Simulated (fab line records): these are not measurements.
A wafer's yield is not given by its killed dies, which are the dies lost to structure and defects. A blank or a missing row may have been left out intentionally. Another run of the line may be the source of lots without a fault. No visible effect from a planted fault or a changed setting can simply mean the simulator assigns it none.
fab line records	flow gf180mcu
[record] lots = 24	wafers = 72	last-day = 34
route steps=602 shown M1@330 M2@363 V2@397 M3@415 V4@494 MIM@505
lots that met no fault: from a run of the same line without faults
start-h: start of the lot's first displayed wafer, in hours after the record's first day	wait-h: how many hours have passed since the lot's step before this one	" same as the row above	L1.1+2: a single row standing in for several wafers	- no value, or no start given	* or withheld: withheld	< > ~ a bound
route shown NAME@n: a module of which the file shows steps, and the number in the route of the first	usual: the fault-free wafers' mean and standard deviation	same: alike in all rows	chamber/n: place in a boat	sites: per-site readings	_std_site: standard deviation of those values	_edge_site: inner sites' mean taken away from outer sites' mean	radius-mm: how far each site lies from the wafer's centre	mask NAME#n: copy n	behind: the most recent tool/chamber to have shaped the wafer	hold: cause of the lot's hold/its duration in hours/its outcome	device: the transistor (n, p or np) that didn't switch	end of line: the route-end tests of the same wafers	step lacking rows: just its recipe	killed: the dies lost at the first sort to structure and to defects; this is not the yield of the wafer	map: dies across one wafer; x = killed, . = not, _ = none there
set.NAME: the setting as run; set.NAME@STEP: as run at that earlier step	model.NAME: the simulator's own value behind a step, which no gauge read
route steps across a sampled set of lots; one table per step, one row per wafer
services: when a tool's chamber went out of use (start-h, in hours from the record's first day, below 0 if earlier), for how many hours, and the reason
[[steps]]
[step GF_M1_OVL_MEAS_15]
[usual] M1_OVL = 1/5.5
lot.wafer	tool	chamber	start-h	wait-h	M1_OVL[nm]
L074.3	overlay-02	-	387.14	0.1	5
L074.5	"	-	"	"	4
L074.6	"	-	"	"	2
L075.1	overlay-01	-	397.48	0.1	11
L075.4	"	-	"	"	11
L075.5	"	-	"	"	4
L076.1	overlay-02	-	407.53	0.1	2
L076.2	"	-	"	"	-5
L076.6	"	-	"	"	-1
L077.1	overlay-01	-	410.18	0.1	-2
L077.4	"	-	"	"	1
L077.6	"	-	"	"	1
L078.2	overlay-01	-	425.49	0.1	8
L078.5	"	-	"	"	16
L078.6	"	-	"	"	6
L079.1	overlay-01	-	433.37	0.1	-12
L079.5	"	-	"	"	-7
L079.6	"	-	"	"	-10
L080.2	overlay-01	-	442.68	0.1	1
L080.5	"	-	"	"	-5
L080.6	"	-	"	"	2
L081.1	overlay-02	-	446.68	0.1	2
L081.3	"	-	"	"	3
L081.6	"	-	"	"	0
L082.1	overlay-01	-	466.48	0.1	4
L082.5	"	-	"	"	4
L082.6	"	-	"	"	-7
L083.3	overlay-02	-	470.29	0.1	-2
L083.5	"	-	"	"	-4
L083.6	"	-	"	"	5
L084.1	overlay-02	-	479.13	0.1	-5
L084.3	"	-	"	"	-3
L084.5	"	-	"	"	2
L085.1	overlay-01	-	490.43	0.1	-2
L085.5	"	-	"	"	1
L085.6	"	-	"	"	7
L086.4	overlay-01	-	492.19	0.1	9
L086.5	"	-	"	"	5
L086.6	"	-	"	"	2
L087.1	overlay-02	-	503.02	0.1	7
L087.5	"	-	"	"	5
L087.6	"	-	"	"	3
L088.1	overlay-02	-	507.88	0.1	3
L088.2	"	-	"	"	-4
L088.4	"	-	"	"	5
L089.2	overlay-01	-	528.68	0.1	-5
L089.3	"	-	"	"	-8
L089.6	"	-	"	"	1
L090.2	overlay-01	-	532.58	0.1	-3
L090.4	"	-	"	"	-5
L090.5	"	-	"	"	-4
L091.2	overlay-01	-	542.23	0.1	6
L091.3	"	-	"	"	4
L091.4	"	-	"	"	5
L092.1	overlay-01	-	545.88	0.1	-7
L092.2	"	-	"	"	1
L092.3	"	-	"	"	-2
L093.1	overlay-01	-	550.57	0.1	7
L093.3	"	-	"	"	0
L093.4	"	-	"	"	4
L094.2	overlay-02	-	557.43	0.1	12
L094.3	"	-	"	"	8
L094.5	"	-	"	"	3
L095.1	overlay-01	-	565.48	0.1	-1
L095.5	"	-	"	"	-3
L095.6	"	-	"	"	4
L096.4	overlay-01	-	577.80	0.1	-2
L096.5	"	-	"	"	-4
L096.6	"	-	"	"	-1
L097.2	overlay-02	-	580.18	0.1	-9
L097.5	"	-	"	"	-2
L097.6	"	-	"	"	-3
[step GF_M2_SPUTTER_01]
[recipe] material = TiN	target-thk-nm = 30	power-w = 6500	time-s = 25	chamber-pressure-pa = 0.4
[usual] throttle-valve-pct = 30.1/0.8
lot.wafer	tool	chamber	start-h	wait-h	throttle-valve-pct
L074.3	pvd-sputter-02	-	413.12	0.1	30.5
L074.5	"	-	"	"	29.8
L074.6	"	-	"	"	31.8
L075.1	pvd-sputter-02	-	423.09	0.1	32.0
L075.4	"	-	"	"	30.2
L075.5	"	-	"	"	29.8
L076.1	pvd-sputter-02	-	434.21	0.1	31.5
L076.2	"	-	"	"	29.0
L076.6	"	-	"	"	30.5
L077.1	pvd-sputter-03	-	437.42	0.1	30.0
L077.4	"	-	"	"	29.4
L077.6	"	-	"	"	29.5
L078.2	pvd-sputter-03	-	452.97	0.1	29.3
L078.5	"	-	"	"	29.5
L078.6	"	-	"	"	29.3
L079.1	pvd-sputter-03	-	461.00	0.1	29.3
L079.5	"	-	"	"	29.9
L079.6	"	-	"	"	30.7
L080.2	pvd-sputter-03	-	469.37	0.1	29.2
L080.5	"	-	"	"	30.6
L080.6	"	-	"	"	29.9
L081.1	pvd-sputter-02	-	473.37	0.1	30.5
L081.3	"	-	"	"	30.5
L081.6	"	-	"	"	30.2
L082.1	pvd-sputter-02	-	493.05	0.1	31.4
L082.5	"	-	"	"	28.7
L082.6	"	-	"	"	31.8
L083.3	pvd-sputter-03	-	497.34	0.1	31.0
L083.5	"	-	"	"	30.2
L083.6	"	-	"	"	29.5
L084.1	pvd-sputter-03	-	505.72	0.1	29.7
L084.3	"	-	"	"	30.6
L084.5	"	-	"	"	29.3
L085.1	pvd-sputter-03	-	517.07	0.1	29.9
L085.5	"	-	"	"	29.5
L085.6	"	-	"	"	29.4
L086.4	pvd-sputter-03	-	518.32	0.1	29.6
L086.5	"	-	"	"	29.5
L086.6	"	-	"	"	30.5
L087.1	pvd-sputter-02	-	529.06	0.1	28.7
L087.5	"	-	"	"	31.7
L087.6	"	-	"	"	30.0
L088.1	pvd-sputter-02	-	533.88	0.1	30.4
L088.2	"	-	"	"	31.7
L088.4	"	-	"	"	28.7
L089.2	pvd-sputter-03	-	553.82	0.1	29.5
L089.3	"	-	"	"	30.3
L089.6	"	-	"	"	29.9
L090.2	pvd-sputter-02	-	557.84	0.1	31.7
L090.4	"	-	"	"	28.7
L090.5	"	-	"	"	30.0
L091.2	pvd-sputter-02	-	568.18	0.1	30.1
L091.3	"	-	"	"	30.5
L091.4	"	-	"	"	29.0
L092.1	pvd-sputter-01	-	570.47	0.1	29.5
L092.2	"	-	"	"	30.7
L092.3	"	-	"	"	29.0
L093.1	pvd-sputter-01	-	575.12	0.1	29.0
L093.3	"	-	"	"	29.4
L093.4	"	-	"	"	30.7
L094.2	pvd-sputter-03	-	582.53	0.1	29.6
L094.3	"	-	"	"	30.8
L094.5	"	-	"	"	29.3
L095.1	pvd-sputter-03	-	590.32	0.1	29.4
L095.5	"	-	"	"	31.0
L095.6	"	-	"	"	29.4
L096.4	pvd-sputter-02	-	601.27	0.1	30.4
L096.5	"	-	"	"	30.1
L096.6	"	-	"	"	30.6
L097.2	pvd-sputter-02	-	603.95	0.1	28.6
L097.5	"	-	"	"	30.1
L097.6	"	-	"	"	30.5
[step GF_V2_OVL_MEAS_15]
[usual] V2_OVL = 0/6.5
lot.wafer	tool	chamber	start-h	wait-h	V2_OVL[nm]
L074.3	overlay-02	-	462.89	0.1	3
L074.5	"	-	"	"	-3
L074.6	"	-	"	"	-4
L075.1	overlay-01	-	473.47	0.1	3
L075.4	"	-	"	"	-7
L075.5	"	-	"	"	2
L076.1	overlay-01	-	484.48	0.1	-6
L076.2	"	-	"	"	1
L076.6	"	-	"	"	8
L077.1	overlay-01	-	487.13	0.1	5
L077.4	"	-	"	"	-4
L077.6	"	-	"	"	-7
L078.2	overlay-02	-	503.23	0.1	2
L078.5	"	-	"	"	-6
L078.6	"	-	"	"	-1
L079.1	overlay-02	-	510.88	0.1	2
L079.5	"	-	"	"	2
L079.6	"	-	"	"	5
L080.2	overlay-02	-	518.23	0.1	5
L080.5	"	-	"	"	-6
L080.6	"	-	"	"	2
L081.1	overlay-02	-	522.33	0.1	-4
L081.3	"	-	"	"	-10
L081.6	"	-	"	"	-3
L082.1	overlay-02	-	541.53	0.1	11
L082.5	"	-	"	"	3
L082.6	"	-	"	"	-6
L083.3	overlay-02	-	544.49	0.1	-19
L083.5	"	-	"	"	-12
L083.6	"	-	"	"	-1
L084.1	overlay-02	-	552.88	0.1	7
L084.3	"	-	"	"	10
L084.5	"	-	"	"	3
L085.1	overlay-01	-	563.93	0.1	3
L085.5	"	-	"	"	-4
L085.6	"	-	"	"	2
L086.4	overlay-01	-	565.85	0.1	1
L086.5	"	-	"	"	-2
L086.6	"	-	"	"	5
L087.1	overlay-02	-	574.83	0.1	4
L087.5	"	-	"	"	9
L087.6	"	-	"	"	12
L088.1	overlay-01	-	578.88	0.1	12
L088.2	"	-	"	"	1
L088.4	"	-	"	"	-8
L089.2	overlay-02	-	598.73	0.1	-12
L089.3	"	-	"	"	-5
L089.6	"	-	"	"	-13
L090.2	overlay-01	-	601.43	0.1	-8
L090.4	"	-	"	"	-5
L090.5	"	-	"	"	1
L091.2	overlay-02	-	611.76	0.1	10
L091.3	"	-	"	"	-7
L091.4	"	-	"	"	6
L092.1	overlay-01	-	614.33	0.1	-4
L092.2	"	-	"	"	-3
L092.3	"	-	"	"	2
L093.1	overlay-01	-	618.73	0.1	-1
L093.3	"	-	"	"	-4
L093.4	"	-	"	"	12
L094.2	overlay-01	-	625.63	0.1	6
L094.3	"	-	"	"	6
L094.5	"	-	"	"	6
L095.1	overlay-01	-	633.03	0.1	4
L095.5	"	-	"	"	2
L095.6	"	-	"	"	0
L096.4	overlay-01	-	643.20	0.1	-6
L096.5	"	-	"	"	-2
L096.6	"	-	"	"	-10
L097.2	overlay-01	-	647.23	0.1	-3
L097.5	"	-	"	"	2
L097.6	"	-	"	"	-7
[step GF_M3_THK_MEAS_06]
[recipe] thk-meas-gauge = xrf	reads = AlCu_of_M3_SPUTTER_02
[usual] M3_ALCU_THK = 449/5.4
lot.wafer	tool	chamber	start-h	wait-h	M3_ALCU_THK[nm]
L074.3	film-metro-04	-	464.63	0.1	446
L074.5	"	-	"	"	451
L074.6	"	-	"	"	439
L075.1	film-metro-01	-	475.24	0.1	441
L075.4	"	-	"	"	445
L075.5	"	-	"	"	446
L076.1	film-metro-03	-	486.27	0.1	453
L076.2	"	-	"	"	451
L076.6	"	-	"	"	445
L077.1	film-metro-01	-	488.87	0.1	454
L077.4	"	-	"	"	456
L077.6	"	-	"	"	455
L078.2	film-metro-04	-	505.01	0.1	445
L078.5	"	-	"	"	446
L078.6	"	-	"	"	453
L079.1	film-metro-04	-	512.61	0.1	446
L079.5	"	-	"	"	446
L079.6	"	-	"	"	450
L080.2	film-metro-03	-	519.97	0.1	452
L080.5	"	-	"	"	443
L080.6	"	-	"	"	450
L081.1	film-metro-01	-	524.09	0.1	452
L081.3	"	-	"	"	442
L081.6	"	-	"	"	452
L082.1	film-metro-03	-	543.28	0.1	444
L082.5	"	-	"	"	445
L082.6	"	-	"	"	439
L083.3	film-metro-03	-	546.23	0.1	445
L083.5	"	-	"	"	450
L083.6	"	-	"	"	442
L084.1	film-metro-04	-	554.61	0.1	455
L084.3	"	-	"	"	446
L084.5	"	-	"	"	450
L085.1	film-metro-01	-	565.66	0.1	457
L085.5	"	-	"	"	456
L085.6	"	-	"	"	452
L086.4	film-metro-01	-	567.59	0.1	459
L086.5	"	-	"	"	447
L086.6	"	-	"	"	452
L087.1	film-metro-01	-	576.82	0.1	460
L087.5	"	-	"	"	454
L087.6	"	-	"	"	449
L088.1	film-metro-03	-	580.65	0.1	450
L088.2	"	-	"	"	455
L088.4	"	-	"	"	445
L089.2	film-metro-01	-	600.46	0.1	442
L089.3	"	-	"	"	441
L089.6	"	-	"	"	443
L090.2	film-metro-01	-	603.17	0.1	452
L090.4	"	-	"	"	455
L090.5	"	-	"	"	458
L091.2	film-metro-04	-	613.52	0.1	450
L091.3	"	-	"	"	448
L091.4	"	-	"	"	449
L092.1	film-metro-01	-	616.08	0.1	451
L092.2	"	-	"	"	448
L092.3	"	-	"	"	457
L093.1	film-metro-04	-	620.50	0.1	445
L093.3	"	-	"	"	454
L093.4	"	-	"	"	445
L094.2	film-metro-01	-	627.62	0.1	444
L094.3	"	-	"	"	445
L094.5	"	-	"	"	456
L095.1	film-metro-04	-	634.76	0.1	437
L095.5	"	-	"	"	436
L095.6	"	-	"	"	445
L096.4	film-metro-04	-	644.94	0.1	460
L096.5	"	-	"	"	455
L096.6	"	-	"	"	454
L097.2	film-metro-03	-	648.97	0.1	444
L097.5	"	-	"	"	442
L097.6	"	-	"	"	443
[step GF_V4_STRIP_18]
[recipe] chemistry = O2/N2	power-w = 1400	pressure-mtorr = 1500	platen-temp-c = 250	o2-flow-sccm = 3000	n2-flow-sccm = 300	overash-fraction = 0.5
[usual] drypump-motor-current-A = 5.51/0.21	heater-power-w = 322/11	oes-product-au = 0.592/0.0047
lot.wafer	tool	chamber	start-h	wait-h	drypump-motor-current-A	heater-power-w	oes-product-au	rf-hours-counter-h
L074.3	plasma-asher-04	0	562.82	-	5.24	323	0.590	-
L074.5	"	0	"	"	5.23	331	0.594	-
L074.6	"	1	"	"	5.58	338	0.591	-
L075.1	plasma-asher-02	1	572.79	-	5.82	315	0.587	12
L075.4	"	1	"	"	5.84	319	0.598	-
L075.5	"	0	"	"	5.56	326	0.591	-
L076.1	plasma-asher-02	1	581.94	-	5.84	307	0.590	13
L076.2	"	0	"	"	5.52	323	0.580	13
L076.6	"	1	"	"	5.85	298	0.597	-
L077.1	plasma-asher-04	1	584.79	-	5.59	338	0.590	50
L077.4	"	0	"	"	5.22	320	0.594	-
L077.6	"	1	"	"	5.60	342	0.593	-
L078.2	plasma-asher-02	1	597.85	-	5.84	307	0.593	15
L078.5	"	1	"	"	5.84	307	0.596	-
L078.6	"	0	"	"	5.54	324	0.586	-
L079.1	plasma-asher-02	0	606.29	-	5.52	321	0.587	16
L079.5	"	0	"	"	5.53	321	0.598	-
L079.6	"	1	"	"	5.86	306	0.591	-
L080.2	plasma-asher-04	0	612.89	-	5.23	332	0.593	54
L080.5	"	0	"	"	5.24	326	0.593	-
L080.6	"	1	"	"	5.59	331	0.583	-
L081.1	plasma-asher-01	0	615.75	-	5.53	310	0.590	104
L081.3	"	0	"	"	5.51	311	0.599	-
L081.6	"	0	"	"	5.51	312	0.588	-
L082.1	plasma-asher-04	1	632.29	-	5.61	336	0.591	56
L082.5	"	1	"	"	5.62	330	0.595	-
L082.6	"	0	"	"	5.21	327	0.596	-
L083.3	plasma-asher-04	0	636.13	-	5.21	332	0.588	-
L083.5	"	1	"	"	5.62	339	0.596	-
L083.6	"	0	"	"	5.22	334	0.591	-
L084.1	plasma-asher-04	0	643.00	-	5.27	326	0.585	57
L084.3	"	1	"	"	5.57	342	0.588	-
L084.5	"	0	"	"	5.23	332	0.597	-
L085.1	plasma-asher-01	0	652.54	-	5.53	310	0.586	107
L085.5	"	1	"	"	5.31	327	0.590	-
L085.6	"	0	"	"	5.53	312	0.591	-
L086.4	plasma-asher-01	0	654.42	-	5.54	306	0.589	-
L086.5	"	0	"	"	5.54	316	0.585	-
L086.6	"	1	"	"	5.33	324	0.595	-
L087.1	plasma-asher-02	1	663.00	-	5.83	306	0.592	22
L087.5	"	0	"	"	5.53	318	0.600	-
L087.6	"	1	"	"	5.84	311	0.587	-
L088.1	plasma-asher-01	1	666.74	-	5.30	326	0.586	109
L088.2	"	0	"	"	5.52	320	0.597	109
L088.4	"	1	"	"	5.31	325	0.595	-
L089.2	plasma-asher-01	0	684.99	-	5.54	317	0.604	111
L089.3	"	1	"	"	5.30	322	0.599	-
L089.6	"	0	"	"	5.55	312	0.591	-
L090.2	plasma-asher-04	0	686.19	-	5.19	323	0.584	62
L090.4	"	0	"	"	5.20	324	0.588	-
L090.5	"	1	"	"	5.59	336	0.585	-
L091.2	plasma-asher-02	0	697.40	-	5.56	321	0.599	26
L091.3	"	1	"	"	5.85	299	0.591	-
L091.4	"	0	"	"	5.55	314	0.602	-
L092.1	plasma-asher-02	0	699.04	-	5.57	318	0.593	26
L092.2	"	1	"	"	5.84	307	0.589	26
L092.3	"	1	"	"	5.84	308	0.591	-
L093.1	plasma-asher-01	1	704.04	-	5.32	322	0.595	113
L093.3	"	0	"	"	5.51	313	0.595	-
L093.4	"	1	"	"	5.32	322	0.583	-
L094.2	plasma-asher-04	0	709.04	-	5.20	336	0.595	64
L094.3	"	1	"	"	5.57	340	0.587	-
L094.5	"	1	"	"	5.58	337	0.597	-
L095.1	plasma-asher-02	0	716.19	-	5.51	319	0.596	28
L095.5	"	1	"	"	5.84	303	0.598	-
L095.6	"	0	"	"	5.50	314	0.600	-
L096.4	plasma-asher-04	1	723.22	-	5.60	329	0.590	-
L096.5	"	1	"	"	5.59	336	0.598	-
L096.6	"	0	"	"	5.21	327	0.590	-
L097.2	plasma-asher-02	0	726.69	-	5.51	322	0.593	29
L097.5	"	1	"	"	5.85	311	0.590	-
L097.6	"	0	"	"	5.51	325	0.584	-
[step GF_MIM_SPUTTER_02]
[recipe] material = AlCu	target-thk-nm = 450	power-w = 10600	time-s = 23.9	chamber-pressure-pa = 0.4
[usual] throttle-valve-pct = 29.8/0.88
lot.wafer	tool	chamber	start-h	wait-h	throttle-valve-pct
L074.3	pvd-sputter-03	-	564.15	0.0	29.7
L074.5	"	-	"	"	29.3
L074.6	"	-	"	"	30.1
L075.1	pvd-sputter-02	-	574.29	0.0	28.7
L075.4	"	-	"	"	30.2
L075.5	"	-	"	"	31.7
L076.1	pvd-sputter-04	-	583.34	0.0	30.6
L076.2	"	-	"	"	28.6
L076.6	"	-	"	"	29.0
L077.1	pvd-sputter-04	-	586.14	0.0	30.2
L077.4	"	-	"	"	28.7
L077.6	"	-	"	"	28.7
L078.2	pvd-sputter-03	-	599.20	0.0	30.7
L078.5	"	-	"	"	29.5
L078.6	"	-	"	"	30.8
L079.1	pvd-sputter-02	-	607.67	0.0	30.1
L079.5	"	-	"	"	30.1
L079.6	"	-	"	"	30.5
L080.2	pvd-sputter-04	-	614.25	0.0	30.3
L080.5	"	-	"	"	30.6
L080.6	"	-	"	"	29.2
L081.1	pvd-sputter-04	-	617.10	0.0	28.9
L081.3	"	-	"	"	29.0
L081.6	"	-	"	"	28.6
L082.1	pvd-sputter-03	-	633.64	0.0	29.7
L082.5	"	-	"	"	29.3
L082.6	"	-	"	"	29.4
L083.3	pvd-sputter-02	-	637.45	0.0	31.6
L083.5	"	-	"	"	29.1
L083.6	"	-	"	"	31.7
L084.1	pvd-sputter-02	-	644.36	0.0	30.6
L084.3	"	-	"	"	31.6
L084.5	"	-	"	"	30.5
L085.1	pvd-sputter-02	-	653.89	0.0	31.8
L085.5	"	-	"	"	30.5
L085.6	"	-	"	"	31.3
L086.4	pvd-sputter-04	-	655.85	0.0	30.1
L086.5	"	-	"	"	29.2
L086.6	"	-	"	"	28.5
L087.1	pvd-sputter-04	-	664.39	0.0	28.7
L087.5	"	-	"	"	30.4
L087.6	"	-	"	"	29.3
L088.1	pvd-sputter-04	-	668.10	0.0	30.5
L088.2	"	-	"	"	28.6
L088.4	"	-	"	"	29.0
L089.2	pvd-sputter-04	-	686.35	0.0	29.0
L089.3	"	-	"	"	28.6
L089.6	"	-	"	"	30.0
L090.2	pvd-sputter-03	-	687.55	0.0	29.9
L090.4	"	-	"	"	29.9
L090.5	"	-	"	"	29.4
L091.2	pvd-sputter-04	-	698.76	0.0	30.5
L091.3	"	-	"	"	28.5
L091.4	"	-	"	"	29.1
L092.1	pvd-sputter-04	-	700.39	0.0	30.3
L092.2	"	-	"	"	30.0
L092.3	"	-	"	"	28.6
L093.1	pvd-sputter-02	-	705.39	0.0	31.7
L093.3	"	-	"	"	30.6
L093.4	"	-	"	"	30.1
L094.2	pvd-sputter-02	-	710.40	0.0	31.6
L094.3	"	-	"	"	30.5
L094.5	"	-	"	"	30.0
L095.1	pvd-sputter-04	-	717.55	0.0	28.7
L095.5	"	-	"	"	28.9
L095.6	"	-	"	"	30.4
L096.4	pvd-sputter-04	-	724.55	0.0	30.2
L096.5	"	-	"	"	28.6
L096.6	"	-	"	"	30.0
L097.2	pvd-sputter-03	-	728.05	0.0	29.8
L097.5	"	-	"	"	29.3
L097.6	"	-	"	"	29.3
[[services]]
tool	chamber	start-h	hours	kind
plasma-asher-04	-	395.55	6.4	repair
plasma-asher-02	-	400.77	28.1	pm
pvd-sputter-03	-	417.47	2.4	repair
plasma-asher-02	-	428.87	9.0	pm
pvd-sputter-02	-	430.31	1.4	repair
pvd-sputter-02	0	458.54	-	consumable-replace:kit
pvd-sputter-02	0	458.54	18.0	scheduled-down
pvd-sputter-02	0	458.54	18.0	vent-cycle
plasma-asher-02	-	474.19	3.1	repair
pvd-sputter-01	-	489.34	14.7	repair
pvd-sputter-02	-	501.48	8.9	repair
plasma-asher-02	-	519.90	7.4	repair
plasma-asher-04	-	523.97	1.6	repair
plasma-asher-01	-	530.68	2.8	pm
pvd-sputter-04	-	549.36	1.3	repair
plasma-asher-02	-	556.33	2.8	pm
pvd-sputter-02	3	640.70	-	consumable-replace:kit
pvd-sputter-02	3	640.70	18.0	scheduled-down
pvd-sputter-02	3	640.70	18.0	vent-cycle
pvd-sputter-01	-	650.81	1.4	repair
pvd-sputter-02	2	710.49	-	consumable-replace:kit
pvd-sputter-02	2	710.49	18.0	scheduled-down
pvd-sputter-02	2	710.49	18.0	vent-cycle
pvd-sputter-03	-	713.18	1.3	repair
[[key]]
fault none
